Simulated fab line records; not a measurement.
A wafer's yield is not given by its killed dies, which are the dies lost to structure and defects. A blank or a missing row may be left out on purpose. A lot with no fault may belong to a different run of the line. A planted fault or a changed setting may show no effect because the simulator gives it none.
Struck lot and sound lot, side by side || flow sfqLine || 24 steps out of a route of 325
Sound: wafers L825.1, L825.3, L825.4. The struck wafers were L832.1, L832.3, L832.5. The cause is given at the end.
Per side, at each step with rows, come the tool, then ch with its chambers, and then its first start. Under that, the readings that differ: sound wafers || struck wafers || difference of the means || sigmas: that difference in standard deviations of wafers without a fault.
alike: same words and numbers on both sides, and readings whose means sit less than 2 such deviations apart. not compared: any withheld reading, any reading some wafer has no value for, any bound like >300 that may hide the same value, and any number with overlapping values for which the record gives no deviation.
A row with sigmas, a row that says differs or no value, or rows on one side alone: a step with any of these is where the two part. Numbers that don't overlap but have no deviation are shown without sigmas and don't part them. A reading that every wafer of one side lacks parts them only if that side has two wafers or more.

first, 1 step without rows for these wafers: SFQ_TRILAYER_M2_STRIP_SOLV_CLEAN_062 (cleans in NMP, time 600 s).
SFQ_TRILAYER_I2_DEP_PECVD_063: deposits SiO2 from SiH4/N2O, time 111.11 s, target thk 500 nm.
  sound on pecvd-01 ch 1,2, day 32 04:06; struck on pecvd-03 ch 0,2, day 33 15:10
  alike: chamberPressureTorr, heaterPowerW, rfFwdPowerW, throttleValvePct
SFQ_TRILAYER_I2_CMP_CMP_064: polishes SiO2.
  sound on cmp-01 ch 0,1,2, day 33 10:39; struck on cmp-02 ch 0,1, day 35 12:08
{"reading": "timeToEndpointS (s)", "sound": "230 229 228", "struck": "212 215 211", "difference": -16, "sigmas": -2}
  alike: motorCurrentA
SFQ_I2_BOW_MEAS_917:
  sound: filmMetro-02 at day 33 13:09; struck: filmMetro-03 at day 35 14:38
  alike: I2_BOW
SFQ_TRILAYER_I2_METRO_MEASURE_065:
  sound: filmMetro-02 at day 33 13:16; struck: filmMetro-03 at day 35 14:45
  alike: thkNm
then, 6 steps without rows for these wafers: SFQ_TRILAYER_I2_VIA_LITHO_COAT_072 (resist thk 62 nm); SFQ_TRILAYER_I2_VIA_LITHO_COAT_067 (resist thk 650 nm); SFQ_TRILAYER_I2_VIA_LITHO_SOFTBAKE_071; SFQ_TRILAYER_I2_VIA_LITHO_EXPOSE_068 (exposes mask I2, target cd 500 nm); SFQ_TRILAYER_I2_VIA_LITHO_PEB_070 (peb time 60 s); SFQ_TRILAYER_I2_VIA_LITHO_DEVELOP_069 (time 60 s).
-- the record jumps here: 5 days lie between the struck wafers' starts before and after --
SFQ_I2_OVL_MEAS_918:
  sound: overlay-02 at day 38 20:00; struck: overlay-02 at day 40 16:24
  alike: I2_OVL
SFQ_TRILAYER_I2_VIA_BARC_OPEN_VIA_ETCH_096: etches BARC in O2, target depth 125 nm, time 41.7 s.
  sound on rieDiel-01 ch 0,1,2, day 38 20:02; struck on rieDiel-01 ch 1,2,3, day 40 16:26
  no value came back on the struck wafers for any of 6 readings (biasW (W), chamberPressureMTorr (mTorr) and others); on the sound wafers biasW (W) reads 80.11 79.95 80.05
{"reading": "model.KrF_of_TRILAYER_I2_VIA_LITHO_COAT_067.thkNm (nm)", "sound": "571.7 571.8 571.3", "struck": "626.5 625.2 628", "difference": "+55.0", "sigmas": ""}
SFQ_TRILAYER_I2_VIA_ETCH_VIA_ETCH_070: etches SiO2 in CHF3, stops on Nb, target depth 260 nm.
  sound on rieDiel-01 ch 0,1,2, day 38 20:05; struck on rieDiel-01 ch 1,2,3, day 40 16:29
{"reading": "oesProductAu (a.u.)", "sound": "0.849 0.850 0.853", "struck": "0.374 0.376 0.372", "difference": -0.477, "sigmas": -93}
{"reading": "model.KrF_of_TRILAYER_I2_VIA_LITHO_COAT_067.thkNm (nm)", "sound": "527.1 527.4 527.4", "struck": "581.8 580.9 583.8", "difference": "+54.9", "sigmas": ""}
  alike: biasW, chamberPressureMTorr, drypumpMotorCurrentA, rfFwdPowerW
SFQ_TRILAYER_I2_VIA_STRIP_STRIP_071: strips in O2.
  sound on rieMetal-01 ch 0,1, day 38 20:11; struck on rieMetal-02 ch 0,1, day 40 16:35
  alike: drypumpMotorCurrentA, oesProductAu
  not compared: rfHoursCounterH
then, 2 steps without rows for these wafers: SFQ_TRILAYER_I2_VIA_STRIP_SOLV_CLEAN_072 (cleans in NMP, time 600 s); SFQ_TRILAYER_M3_DEP_PRE_CLEAN_074 (time 22.5 s).
SFQ_TRILAYER_M3_DEP_SPUTTER_073: material Nb, target thk 200 nm, time 133.3 s.
  sound: pvdSputter-05 at day 38 21:00; struck: pvdSputter-04 at day 40 17:24
  alike: resputterCathodeVoltageV, throttleValvePct
SFQ_M3_RS_MEAS_919: measurement is done with a four-point probe.
  sound: filmMetro-04 at day 38 21:05; struck: filmMetro-03 at day 40 17:29
  alike: M3_NB_RS
then, 3 steps without rows for these wafers: SFQ_TRILAYER_M3_LITHO_COAT_080 (resist thk 62 nm); SFQ_TRILAYER_M3_LITHO_COAT_075 (resist thk 600 nm); SFQ_TRILAYER_M3_LITHO_SOFTBAKE_079.
-- the record jumps here: 6 days lie between the struck wafers' starts before and after --
SFQ_TRILAYER_M3_LITHO_EXPOSE_076: exposes mask M3, target cd 500 nm.
  struck on krfScanner-02, day 46 10:30; sound on krfScanner-01 ch 0, day 38 22:12
  no value came back on the struck wafers for any of 6 readings (exposureDoseMJCm2, focusOffsetNm (nm) and others); on the sound wafers exposureDoseMJCm2 reads 14.408 14.422 14.403
  alike: mask
then, 1 step without rows for these wafers: SFQ_TRILAYER_M3_LITHO_PEB_078 (peb time 60 s).

WHERE THEY PART
At SFQ_TRILAYER_I2_CMP_CMP_064 first; at SFQ_TRILAYER_M3_LITHO_EXPOSE_076 last (within this record only).

WHY: what the simulator had put in
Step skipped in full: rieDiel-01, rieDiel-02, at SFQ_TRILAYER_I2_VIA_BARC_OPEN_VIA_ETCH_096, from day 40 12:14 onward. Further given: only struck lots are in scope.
